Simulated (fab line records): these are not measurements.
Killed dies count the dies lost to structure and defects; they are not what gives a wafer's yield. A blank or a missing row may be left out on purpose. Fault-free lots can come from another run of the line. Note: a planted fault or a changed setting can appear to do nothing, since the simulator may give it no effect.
Chamber matching | flow sky130 | cmp-01 running SKY_LI_CONTACT_CMP_24: 4 sister chambers
The step polishes, stops on PSG, t overpolish 20 s, target thk 0 nm. 8 wafers are shown with their chamber, then 8 later ones without.

EACH WAFER AND ITS CHAMBER
wafer  | chamber | motor_current_A (A) | time_to_endpoint_s (s)
L822.3 | 3       | 8.8                 | 105
L825.1 | 1       | 12.3                | 102
L831.1 | 0       | 10.7                | 91
L831.6 | 0       | 11.0                | 93
L832.1 | 3       | 8.8                 | 92
L832.2 | 2       | 14.7                | 92
L832.6 | 2       | 15.0                | 91
L834.2 | 1       | 12.2                | 98

WAFERS WITH NO CHAMBER GIVEN
wafer  | motor_current_A (A) | time_to_endpoint_s (s)
L834.4 | 14.3                | 92
L834.6 | 9.5                 | 94
L835.4 | 12.0                | 98
L835.5 | 8.9                 | 92
L835.6 | 14.5                | 92
L837.2 | 14.6                | 91
L837.4 | 10.8                | 91
L837.5 | 10.5                | 93

WHICH CHAMBER EACH ONE RAN IN
wafer  | from the rows above | in truth
L834.4 | 2                   | 2
L834.6 | 3                   | 3
L835.4 | 1                   | 1
L835.5 | 3                   | 3
L835.6 | 2                   | 2
L837.2 | 2                   | 2
L837.4 | 0                   | 0
L837.5 | 0                   | 0
Placed correctly: 8 of 8. Not placeable from these rows: 0. Wrongly placed: 0.
How it was worked out, from the rows above alone: a wafer's distance from a chamber is the root of the sum, over the readings, of the square of ((its reading less the chamber's mean) divided by the reading's scatter). If the next closest chamber is less than 2 further off than the closest, the wafer can't be placed; otherwise it belongs to the closest. For every chamber, the mean is computed from those of its wafers that are shown. The scatter: the root of (the sum of the squares of (reading less its chamber's mean) over the shown wafers, divided by (wafers less chambers)).
